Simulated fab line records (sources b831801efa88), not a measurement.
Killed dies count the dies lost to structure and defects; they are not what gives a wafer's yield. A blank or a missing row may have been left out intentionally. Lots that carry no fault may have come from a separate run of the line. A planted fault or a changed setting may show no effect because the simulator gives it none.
fab line records	flow sky130
[record] lots = 24	wafers = 72	last-day = 50
route steps=708 shown METAL2@485 VIA3@576
lots with no fault: from the same line, run without faults
start-h: the number of hours between the record's first day and the start of the first shown wafer of the lot	wait-h: how many hours have passed since the lot's step before this one	" the same as in the row above	L1.1+2: a row that stands for several wafers	- no value, or no start was given	* or withheld: withheld	< > ~ a bound
route shown NAME@n: NAME is a module with steps in the file, n the number in the route of the first one	usual: mean and standard deviation over wafers with no fault	same: alike in all rows	chamber/n: place in a boat	sites: per-site readings	_std_site: the values' standard deviation	_edge_site: mean of outer sites minus mean of inner sites	radius-mm: for every site, how far away it sits from the centre of the wafer	mask NAME#n: copy n	behind: the tool/chamber that last shaped the wafer	hold: cause of the lot's hold/its duration in hours/its outcome	device: names the non-switching transistor (n, p or np)	end of line: tests of these same wafers at the route's end	where a step has no rows: the recipe by itself	killed: count of dies lost to structure and defects at first sort (not the wafer's yield)	map: per-die view of a wafer (x killed, . not killed, _ where there is no die)
set.NAME: the setting the step ran with; set.NAME@STEP: the setting that earlier step ran with	model.NAME: the simulator's own value behind a step, which no gauge read
one table for each step of the route and one row for each wafer, over a sample of lots
services: the hour from which a tool's chamber was out of use, counted from the record's first day as start-h (under 0 if before that day), plus the number of hours and why
[[steps]]
[step SKY_METAL2_SPUTTER_02]
[recipe] material = AlCu	target-thk-nm = 250	power-w = 10600	time-s = 13.3	chamber-pressure-pa = 0.4
[usual] throttle-valve-pct = 29.5/1
lot.wafer	tool	chamber	start-h	wait-h	throttle-valve-pct
L074.1	pvd-sputter-01	-	782.76	0.0	30.4
L074.3	"	-	"	"	28.5
L074.5	"	-	"	"	29.7
L075.1	pvd-sputter-03	-	785.59	0.0	30.2
L075.3	"	-	"	"	28.5
L075.5	"	-	"	"	28.2
L076.2	pvd-sputter-01	-	804.00	0.0	30.7
L076.3	"	-	"	"	30.1
L076.4	"	-	"	"	29.7
L077.1	pvd-sputter-02	-	806.41	0.0	30.8
L077.3	"	-	"	"	30.4
L077.6	"	-	"	"	30.6
L078.2	pvd-sputter-03	-	818.11	0.0	28.3
L078.3	"	-	"	"	28.1
L078.4	"	-	"	"	30.3
L079.2	pvd-sputter-01	-	837.88	0.0	29.3
L079.4	"	-	"	"	28.6
L079.5	"	-	"	"	30.7
L080.2	pvd-sputter-02	-	844.19	0.0	29.4
L080.3	"	-	"	"	30.7
L080.4	"	-	"	"	30.2
L081.2	pvd-sputter-01	-	849.05	0.0	29.5
L081.3	"	-	"	"	30.7
L081.6	"	-	"	"	28.5
L082.2	pvd-sputter-02	-	861.59	0.0	30.6
L082.3	"	-	"	"	30.5
L082.4	"	-	"	"	29.4
L083.2	pvd-sputter-03	-	867.01	0.0	29.8
L083.3	"	-	"	"	28.4
L083.5	"	-	"	"	28.2
L085.1	pvd-sputter-02	-	887.64	0.0	29.3
L085.4	"	-	"	"	30.5
L085.6	"	-	"	"	29.6
L084.3	pvd-sputter-03	-	891.27	0.0	30.0
L084.5	"	-	"	"	28.1
L084.6	"	-	"	"	29.8
L087.2	pvd-sputter-02	-	901.67	0.0	30.6
L087.3	"	-	"	"	29.1
L087.5	"	-	"	"	30.7
L086.1	pvd-sputter-03	-	902.34	0.0	28.3
L086.2	"	-	"	"	28.3
L086.6	"	-	"	"	28.0
L088.2	pvd-sputter-01	-	908.80	0.0	29.7
L088.4	"	-	"	"	28.5
L088.6	"	-	"	"	30.5
L090.1	pvd-sputter-02	-	915.63	0.0	30.3
L090.3	"	-	"	"	30.5
L090.5	"	-	"	"	30.4
L089.2	pvd-sputter-01	-	916.20	0.0	28.5
L089.5	"	-	"	"	30.5
L089.6	"	-	"	"	30.0
L091.1	pvd-sputter-03	-	919.22	0.0	28.4
L091.3	"	-	"	"	30.0
L091.4	"	-	"	"	28.2
L093.3	pvd-sputter-03	-	934.18	0.0	28.1
L093.4	"	-	"	"	30.1
L093.5	"	-	"	"	30.1
L092.1	pvd-sputter-03	-	937.10	0.0	30.1
L092.3	"	-	"	"	28.1
L092.4	"	-	"	"	28.4
L094.1	pvd-sputter-01	-	943.13	0.0	30.9
L094.2	"	-	"	"	30.6
L094.6	"	-	"	"	30.5
L095.1	pvd-sputter-02	-	946.88	0.0	30.6
L095.2	"	-	"	"	30.3
L095.4	"	-	"	"	30.9
L096.1	pvd-sputter-03	-	950.72	0.0	28.3
L096.2	"	-	"	"	28.2
L096.3	"	-	"	"	30.1
L097.1	pvd-sputter-01	-	960.16	0.0	28.4
L097.2	"	-	"	"	30.6
L097.5	"	-	"	"	28.5
[step SKY_METAL2_RS_MEAS_05]
[recipe] thk-meas-gauge = four-point-probe	reads = TiN_of_METAL2_SPUTTER_04+Ti_of_METAL2_SPUTTER_03+AlCu_of_METAL2_SPUTTER_02+TiN_of_METAL2_SPUTTER_01+Ti_of_METAL2_SPUTTER_00
[usual] METAL2_ALCU_RS = 0.1275/0.0018
lot.wafer	tool	chamber	start-h	wait-h	METAL2_ALCU_RS[ohm/sq]
L074.1	film-metro-01	-	782.86	0.0	0.1301
L074.3	"	-	"	"	0.1313
L074.5	"	-	"	"	0.1302
L075.1	film-metro-02	-	785.68	0.0	0.1288
L075.3	"	-	"	"	0.1302
L075.5	"	-	"	"	0.1300
L076.2	film-metro-01	-	804.11	0.0	0.1271
L076.3	"	-	"	"	0.1262
L076.4	"	-	"	"	0.1268
L077.1	film-metro-04	-	806.51	0.0	0.1262
L077.3	"	-	"	"	0.1275
L077.6	"	-	"	"	0.1258
L078.2	film-metro-04	-	818.22	0.0	0.1276
L078.3	"	-	"	"	0.1279
L078.4	"	-	"	"	0.1264
L079.2	film-metro-02	-	837.99	0.0	0.1286
L079.4	"	-	"	"	0.1268
L079.5	"	-	"	"	0.1273
L080.2	film-metro-04	-	844.30	0.0	0.1230
L080.3	"	-	"	"	0.1243
L080.4	"	-	"	"	0.1254
L081.2	film-metro-04	-	849.16	0.0	0.1280
L081.3	"	-	"	"	0.1272
L081.6	"	-	"	"	0.1275
L082.2	film-metro-01	-	861.70	0.0	0.1242
L082.3	"	-	"	"	0.1247
L082.4	"	-	"	"	0.1229
L083.2	film-metro-02	-	867.13	0.0	0.1285
L083.3	"	-	"	"	0.1297
L083.5	"	-	"	"	0.1287
L085.1	film-metro-02	-	887.73	0.0	0.1277
L085.4	"	-	"	"	0.1297
L085.6	"	-	"	"	0.1270
L084.3	film-metro-04	-	891.40	0.1	0.1271
L084.5	"	-	"	"	0.1279
L084.6	"	-	"	"	0.1267
L087.2	film-metro-02	-	901.78	0.0	0.1270
L087.3	"	-	"	"	0.1278
L087.5	"	-	"	"	0.1284
L086.1	film-metro-02	-	902.43	0.0	0.1296
L086.2	"	-	"	"	0.1308
L086.6	"	-	"	"	0.1300
L088.2	film-metro-01	-	908.91	0.0	0.1275
L088.4	"	-	"	"	0.1266
L088.6	"	-	"	"	0.1273
L090.1	film-metro-02	-	915.72	0.0	0.1251
L090.3	"	-	"	"	0.1243
L090.5	"	-	"	"	0.1255
L089.2	film-metro-04	-	916.32	0.0	0.1277
L089.5	"	-	"	"	0.1257
L089.6	"	-	"	"	0.1279
L091.1	film-metro-01	-	919.31	0.0	0.1284
L091.3	"	-	"	"	0.1272
L091.4	"	-	"	"	0.1294
L093.3	film-metro-02	-	934.31	0.1	0.1276
L093.4	"	-	"	"	0.1263
L093.5	"	-	"	"	0.1257
L092.1	film-metro-02	-	937.19	0.0	0.1278
L092.3	"	-	"	"	0.1279
L092.4	"	-	"	"	0.1288
L094.1	film-metro-02	-	943.23	0.0	0.1281
L094.2	"	-	"	"	0.1259
L094.6	"	-	"	"	0.1277
L095.1	film-metro-02	-	946.97	0.0	0.1247
L095.2	"	-	"	"	0.1276
L095.4	"	-	"	"	0.1271
L096.1	film-metro-04	-	950.81	0.0	0.1306
L096.2	"	-	"	"	0.1288
L096.3	"	-	"	"	0.1285
L097.1	film-metro-04	-	960.25	0.0	0.1289
L097.2	"	-	"	"	0.1277
L097.5	"	-	"	"	0.1277
[step SKY_METAL2_OVL_MEAS_16]
[usual] METAL2_OVL = -3/5.5
lot.wafer	tool	chamber	start-h	wait-h	METAL2_OVL[nm]
L074.1	overlay-01	-	809.32	0.1	-3
L074.3	"	-	"	"	0
L074.5	"	-	"	"	-4
L075.1	overlay-02	-	812.74	0.1	8
L075.3	"	-	"	"	0
L075.5	"	-	"	"	-4
L076.2	overlay-01	-	830.69	0.1	5
L076.3	"	-	"	"	5
L076.4	"	-	"	"	-1
L077.1	overlay-02	-	833.08	0.1	2
L077.3	"	-	"	"	-1
L077.6	"	-	"	"	-1
L078.2	overlay-02	-	844.39	0.1	3
L078.3	"	-	"	"	-5
L078.4	"	-	"	"	0
L079.2	overlay-02	-	863.94	0.1	-11
L079.4	"	-	"	"	1
L079.5	"	-	"	"	6
L080.2	overlay-02	-	870.92	0.1	-5
L080.3	"	-	"	"	4
L080.4	"	-	"	"	-2
L081.2	overlay-01	-	875.22	0.1	-13
L081.3	"	-	"	"	-8
L081.6	"	-	"	"	-14
L082.2	overlay-01	-	888.62	0.1	-14
L082.3	"	-	"	"	-4
L082.4	"	-	"	"	-7
L083.2	overlay-02	-	893.22	0.1	-5
L083.3	"	-	"	"	-1
L083.5	"	-	"	"	3
L085.1	overlay-02	-	913.49	0.1	-10
L085.4	"	-	"	"	2
L085.6	"	-	"	"	-5
L084.3	overlay-01	-	917.45	0.1	1
L084.5	"	-	"	"	-3
L084.6	"	-	"	"	4
L087.2	overlay-01	-	927.04	0.1	-9
L087.3	"	-	"	"	-7
L087.5	"	-	"	"	-1
L086.1	overlay-01	-	928.03	0.1	-8
L086.2	"	-	"	"	-17
L086.6	"	-	"	"	-12
L088.2	overlay-02	-	933.84	0.1	7
L088.4	"	-	"	"	7
L088.6	"	-	"	"	2
L090.1	overlay-02	-	941.08	0.1	0
L090.3	"	-	"	"	-2
L090.5	"	-	"	"	-6
L089.2	overlay-01	-	941.44	0.1	-13
L089.5	"	-	"	"	0
L089.6	"	-	"	"	-9
L091.1	overlay-01	-	944.54	0.1	-6
L091.3	"	-	"	"	1
L091.4	"	-	"	"	-5
L093.3	overlay-01	-	958.55	0.1	-8
L093.4	"	-	"	"	0
L093.5	"	-	"	"	-1
L092.1	overlay-02	-	961.58	0.1	-1
L092.3	"	-	"	"	3
L092.4	"	-	"	"	2
L094.1	overlay-02	-	966.92	0.1	10
L094.2	"	-	"	"	1
L094.6	"	-	"	"	-2
L095.1	overlay-02	-	971.32	0.1	-10
L095.2	"	-	"	"	0
L095.4	"	-	"	"	-10
L096.1	overlay-02	-	974.84	0.1	-6
L096.2	"	-	"	"	-7
L096.3	"	-	"	"	-5
L097.1	overlay-02	-	983.34	0.1	-4
L097.2	"	-	"	"	1
L097.5	"	-	"	"	-3
[step SKY_METAL2_STRIP_20]
[recipe] chemistry = O2/N2	power-w = 1400	pressure-mtorr = 1500	platen-temp-c = withheld	o2-flow-sccm = 3000	n2-flow-sccm = 300	overash-fraction = 0.5
[usual] drypump-motor-current-A = 6.03/0.21	o2-flow-sccm = 3000/9.3	oes-product-au = 0.343/0.0051	strip-time-to-endpoint-s = 2.68/0.055
lot.wafer	tool	chamber	start-h	wait-h	drypump-motor-current-A	o2-flow-sccm	oes-product-au	rf-hours-counter-h	strip-time-to-endpoint-s
L074.1	plasma-asher-01	1	809.54	0.1	6.11	2982	0.343	99	2.70
L074.3	"	0	"	"	6.13	2997	0.345	-	2.62
L074.5	"	1	"	"	6.12	2998	0.348	-	2.73
L075.1	plasma-asher-01	1	812.96	0.1	6.11	3003	0.338	99	2.61
L075.3	"	1	"	"	6.10	3003	0.354	-	2.70
L075.5	"	1	"	"	6.09	3009	0.349	-	2.71
L076.2	plasma-asher-01	1	830.91	0.1	6.09	3005	0.343	102	2.67
L076.3	"	1	"	"	6.07	2999	0.342	-	2.64
L076.4	"	0	"	"	6.15	3005	0.348	-	2.71
L077.1	plasma-asher-04	1	833.30	0.1	6.30	3022	0.336	5	2.65
L077.3	"	0	"	"	6.00	3005	0.350	-	2.63
L077.6	"	0	"	"	5.97	2994	0.349	-	2.71
L078.2	plasma-asher-01	0	844.61	0.1	6.13	2997	0.329	103	2.63
L078.3	"	1	"	"	6.08	3008	0.350	-	2.73
L078.4	"	0	"	"	6.12	2995	0.343	-	2.64
L079.2	plasma-asher-04	0	864.34	0.1	5.97	2995	0.349	8	2.66
L079.4	"	0	"	"	5.99	3001	0.343	-	2.67
L079.5	"	1	"	"	6.30	3001	0.336	-	2.67
L080.2	plasma-asher-04	0	871.14	0.1	6.00	3000	0.349	9	2.75
L080.3	"	1	"	"	6.27	3018	0.345	-	2.74
L080.4	"	0	"	"	5.99	3000	0.336	-	2.61
L081.2	plasma-asher-04	0	875.62	0.1	6.01	3015	0.344	9	2.67
L081.3	"	0	"	"	5.98	3007	0.339	-	2.65
L081.6	"	0	"	"	6.01	3004	0.342	-	2.63
L082.2	plasma-asher-01	1	888.84	0.1	6.12	2993	0.349	107	2.75
L082.3	"	1	"	"	6.09	3006	0.344	-	2.67
L082.4	"	0	"	"	6.16	2996	0.344	-	2.74
L083.2	plasma-asher-04	0	893.44	0.1	5.97	2995	0.348	11	2.69
L083.3	"	1	"	"	6.31	3000	0.349	-	2.78
L083.5	"	0	"	"	5.97	3006	0.341	-	2.78
L085.1	plasma-asher-02	0	913.71	0.1	5.93	2989	0.345	49	2.63
L085.4	"	0	"	"	5.91	2997	0.349	-	2.63
L085.6	"	0	"	"	5.93	3011	0.346	-	2.63
L084.3	plasma-asher-02	1	917.69	0.1	5.54	3007	0.346	-	2.73
L084.5	"	0	"	"	5.94	3017	0.342	-	2.74
L084.6	"	1	"	"	5.59	2987	0.347	-	2.61
L087.2	plasma-asher-04	0	927.26	0.1	6.05	3002	0.346	14	2.76
L087.3	"	1	"	"	6.29	2997	0.353	-	2.73
L087.5	"	0	"	"	5.99	3003	0.339	-	2.73
L086.1	plasma-asher-04	1	928.25	0.1	6.32	2992	0.342	15	2.72
L086.2	"	0	"	"	6.02	3012	0.334	15	2.61
L086.6	"	1	"	"	6.29	2988	0.335	-	2.61
L088.2	plasma-asher-02	1	934.05	0.1	5.51	2993	0.339	51	2.64
L088.4	"	0	"	"	5.92	3013	0.335	-	2.61
L088.6	"	1	"	"	5.54	2985	0.343	-	2.71
L090.1	plasma-asher-04	1	941.30	0.1	6.27	2988	0.342	16	2.69
L090.3	"	0	"	"	6.01	2999	0.337	-	2.66
L090.5	"	0	"	"	6.01	3001	0.341	-	2.68
L089.2	plasma-asher-02	0	941.65	0.1	5.92	3005	0.341	52	2.67
L089.5	"	1	"	"	5.57	2995	0.343	-	2.67
L089.6	"	0	"	"	5.93	3010	0.343	-	2.76
L091.1	plasma-asher-01	1	944.76	0.1	6.05	3000	0.345	112	2.72
L091.3	"	0	"	"	6.16	2987	0.351	-	2.76
L091.4	"	1	"	"	6.10	2998	0.348	-	2.68
L093.3	plasma-asher-04	1	958.79	0.1	6.28	2984	0.337	-	2.66
L093.4	"	0	"	"	6.00	3001	0.341	-	2.57
L093.5	"	1	"	"	6.27	2989	0.337	-	2.57
L092.1	plasma-asher-01	0	961.80	0.1	6.15	3007	0.338	114	2.63
L092.3	"	0	"	"	6.15	3004	0.342	-	2.63
L092.4	"	1	"	"	6.10	2991	0.342	-	2.73
L094.1	plasma-asher-02	0	967.14	0.1	5.95	2999	0.349	55	2.67
L094.2	"	1	"	"	5.55	2988	0.352	55	2.73
L094.6	"	1	"	"	5.58	3013	0.350	-	2.72
L095.1	plasma-asher-01	1	971.55	0.1	6.13	3008	0.331	115	2.66
L095.2	"	0	"	"	6.17	2993	0.335	115	2.75
L095.4	"	0	"	"	6.16	3007	0.341	-	2.65
L096.1	plasma-asher-01	0	975.06	0.1	6.14	3000	0.341	116	2.62
L096.2	"	1	"	"	6.08	2985	0.341	116	2.72
L096.3	"	0	"	"	6.14	2993	0.336	-	2.73
L097.1	plasma-asher-02	0	983.56	0.1	5.95	3000	0.344	56	2.62
L097.2	"	1	"	"	5.57	2989	0.347	56	2.76
L097.5	"	1	"	"	5.54	2998	0.348	-	2.77
[step SKY_VIA3_BOW_MEAS_03]
[recipe] mode = bow
[usual] VIA3_BOW = 78/8.3
lot.wafer	tool	chamber	start-h	wait-h	VIA3_BOW[um]
L074.1	film-metro-02	-	893.24	0.2	67
L074.3	"	-	"	"	84
L074.5	"	-	"	"	75
L075.1	film-metro-02	-	896.63	0.1	79
L075.3	"	-	"	"	79
L075.5	"	-	"	"	77
L076.2	film-metro-03	-	913.88	0.3	76
L076.3	"	-	"	"	59
L076.4	"	-	"	"	64
L077.1	film-metro-01	-	916.64	0.2	91
L077.3	"	-	"	"	88
L077.6	"	-	"	"	77
L078.2	film-metro-03	-	926.71	0.2	71
L078.3	"	-	"	"	77
L078.4	"	-	"	"	75
L079.2	film-metro-02	-	946.55	0.3	85
L079.4	"	-	"	"	84
L079.5	"	-	"	"	86
L080.2	film-metro-02	-	951.84	0.2	78
L080.3	"	-	"	"	82
L080.4	"	-	"	"	86
L081.2	film-metro-01	-	956.17	0.3	70
L081.3	"	-	"	"	84
L081.6	"	-	"	"	81
L082.2	film-metro-03	-	968.42	0.2	64
L082.3	"	-	"	"	64
L082.4	"	-	"	"	79
L083.2	film-metro-03	-	973.32	0.3	78
L083.3	"	-	"	"	70
L083.5	"	-	"	"	70
L085.1	film-metro-03	-	991.46	0.1	74
L085.4	"	-	"	"	78
L085.6	"	-	"	"	84
L084.3	film-metro-03	-	994.70	0.3	78
L084.5	"	-	"	"	80
L084.6	"	-	"	"	74
L087.2	film-metro-03	-	1003.20	0.2	73
L087.3	"	-	"	"	68
L087.5	"	-	"	"	70
L086.1	film-metro-01	-	1004.14	0.2	88
L086.2	"	-	"	"	94
L086.6	"	-	"	"	63
L088.2	film-metro-02	-	1011.02	0.2	86
L088.4	"	-	"	"	94
L088.6	"	-	"	"	81
L090.1	film-metro-03	-	1016.16	0.1	76
L090.3	"	-	"	"	87
L090.5	"	-	"	"	75
L089.2	film-metro-01	-	1016.74	0.2	82
L089.5	"	-	"	"	89
L089.6	"	-	"	"	70
L091.1	film-metro-03	-	1019.88	0.2	82
L091.3	"	-	"	"	86
L091.4	"	-	"	"	79
L093.3	film-metro-02	-	1031.45	0.2	81
L093.4	"	-	"	"	75
L093.5	"	-	"	"	76
L092.1	film-metro-02	-	1035.50	0.2	79
L092.3	"	-	"	"	90
L092.4	"	-	"	"	87
L094.1	film-metro-03	-	1041.57	0.2	86
L094.2	"	-	"	"	76
L094.6	"	-	"	"	76
L095.1	film-metro-03	-	1045.88	0.1	66
L095.2	"	-	"	"	75
L095.4	"	-	"	"	75
L096.1	film-metro-02	-	1048.86	0.1	90
L096.2	"	-	"	"	97
L096.3	"	-	"	"	96
L097.1	film-metro-02	-	1056.20	0.1	76
L097.2	"	-	"	"	66
L097.5	"	-	"	"	86
[step SKY_VIA3_ETCH_15]
[recipe] target = SiO2	chemistry = C4F8/O2/Ar	target-depth-nm = 507	stop-on = TiN	mask-material = KrF-thick	source-w = 1500	bias-w = 1200	pressure-mtorr = 40	c4f8-flow-sccm = withheld	O2_flow_sccm = 6	Ar_flow_sccm = 300	time-s = 78
[usual] oes-product-au = 0.947/0.0041
lot.wafer	tool	chamber	start-h	wait-h	oes-product-au	rf-hours-counter-h
L074.1	rie-diel-04	0	919.56	0.0	0.944	3
L074.3	"	2	"	"	0.955	21
L074.5	"	1	"	"	0.951	-
L075.1	rie-diel-02	3	922.20	0.0	0.946	4
L075.3	"	1	"	"	0.953	17
L075.5	"	2	"	"	0.946	-
L076.2	rie-diel-04	1	938.77	0.0	0.944	13
L076.3	"	2	"	"	0.947	21
L076.4	"	3	"	"	0.942	22
L077.1	rie-diel-03	1	941.77	0.0	0.956	17
L077.3	"	3	"	"	0.949	13
L077.6	"	3	"	"	0.948	-
L078.2	rie-diel-02	2	951.50	0.0	0.949	10
L078.3	"	1	"	"	0.944	17
L078.4	"	0	"	"	0.947	13
L079.2	rie-diel-02	1	971.05	0.0	0.950	18
L079.4	"	0	"	"	0.950	13
L079.5	"	1	"	"	0.943	-
L080.2	rie-diel-02	2	976.51	0.0	0.947	11
L080.3	"	1	"	"	0.949	18
L080.4	"	0	"	"	0.944	14
L081.2	rie-diel-02	1	980.26	0.0	0.949	18
L081.3	"	0	"	"	0.944	14
L081.6	"	2	"	"	0.946	-
L082.2	rie-diel-03	2	992.51	0.0	0.952	23
L082.3	"	1	"	"	0.949	18
L082.4	"	0	"	"	0.943	13
L083.2	rie-diel-03	2	997.11	0.0	0.935	23
L083.3	"	0	"	"	0.941	13
L083.5	"	0	"	"	0.955	-
L085.1	rie-diel-02	3	1014.71	0.0	0.949	6
L085.4	"	2	"	"	0.947	12
L085.6	"	0	"	"	0.937	-
L084.3	rie-diel-04	1	1017.97	0.0	0.943	15
L084.5	"	1	"	"	0.943	-
L084.6	"	0	"	"	0.949	-
L087.2	rie-diel-04	1	1025.97	0.0	0.948	16
L087.3	"	0	"	"	0.946	7
L087.5	"	3	"	"	0.948	-
L086.1	rie-diel-02	2	1026.67	0.0	0.946	13
L086.2	"	3	"	"	0.947	7
L086.6	"	2	"	"	0.946	-
L088.2	rie-diel-03	2	1033.75	0.0	0.946	24
L088.4	"	0	"	"	0.946	14
L088.6	"	2	"	"	0.946	-
L090.1	rie-diel-02	3	1038.76	0.0	0.952	7
L090.3	"	1	"	"	0.949	20
L090.5	"	2	"	"	0.945	-
L089.2	rie-diel-04	1	1039.82	0.0	0.946	16
L089.5	"	0	"	"	0.954	-
L089.6	"	1	"	"	0.944	-
L091.1	rie-diel-03	3	1041.97	0.0	0.944	16
L091.3	"	1	"	"	0.946	20
L091.4	"	0	"	"	0.953	14
L093.3	rie-diel-04	1	1053.85	0.0	0.943	17
L093.4	"	0	"	"	0.940	8
L093.5	"	2	"	"	0.947	-
L092.1	rie-diel-03	2	1056.90	0.0	0.942	25
L092.3	"	1	"	"	0.944	20
L092.4	"	0	"	"	0.950	15
L094.1	rie-diel-04	1	1063.76	0.0	0.944	17
L094.2	"	3	"	"	0.945	27
L094.6	"	2	"	"	0.946	-
L095.1	rie-diel-04	1	1067.46	0.0	0.946	18
L095.2	"	2	"	"	0.951	26
L095.4	"	3	"	"	0.948	28
L096.1	rie-diel-02	1	1069.92	0.0	0.944	20
L096.2	"	3	"	"	0.947	8
L096.3	"	0	"	"	0.943	16
L097.1	rie-diel-02	3	1077.47	0.0	0.948	8
L097.2	"	0	"	"	0.942	16
L097.5	"	2	"	"	0.945	-
[[services]]
tool	chamber	start-h	hours	kind
pvd-sputter-03	-	772.55	4.1	repair
plasma-asher-04	-	788.76	44.5	pm
pvd-sputter-02	-	792.09	9.7	repair
rie-diel-04	3	794.51	2.0	repair
rie-diel-04	-	810.06	14.6	pm
pvd-sputter-01	-	812.20	1.1	repair
rie-diel-04	3	829.81	7.0	repair
pvd-sputter-01	-	831.40	0.6	repair
rie-diel-03	0	841.52	8.3	repair
rie-diel-03	0	853.35	13.6	repair
pvd-sputter-03	-	859.20	7.4	repair
plasma-asher-04	-	871.86	1.4	repair
plasma-asher-01	-	881.51	6.2	repair
pvd-sputter-01	-	924.06	0.8	repair
pvd-sputter-03	-	931.83	0.7	repair
pvd-sputter-02	-	951.73	0.9	repair
pvd-sputter-03	-	965.03	1.2	repair
rie-diel-04	2	965.78	16.1	repair
rie-diel-02	1	1026.41	9.4	repair
pvd-sputter-03	-	1035.44	1.0	repair
rie-diel-04	-	1051.01	0.2	repair
rie-diel-02	-	1052.24	15.6	pm
plasma-asher-01	-	1055.25	9.0	pm
pvd-sputter-01	-	1066.16	3.6	repair
[[key]]
fault none
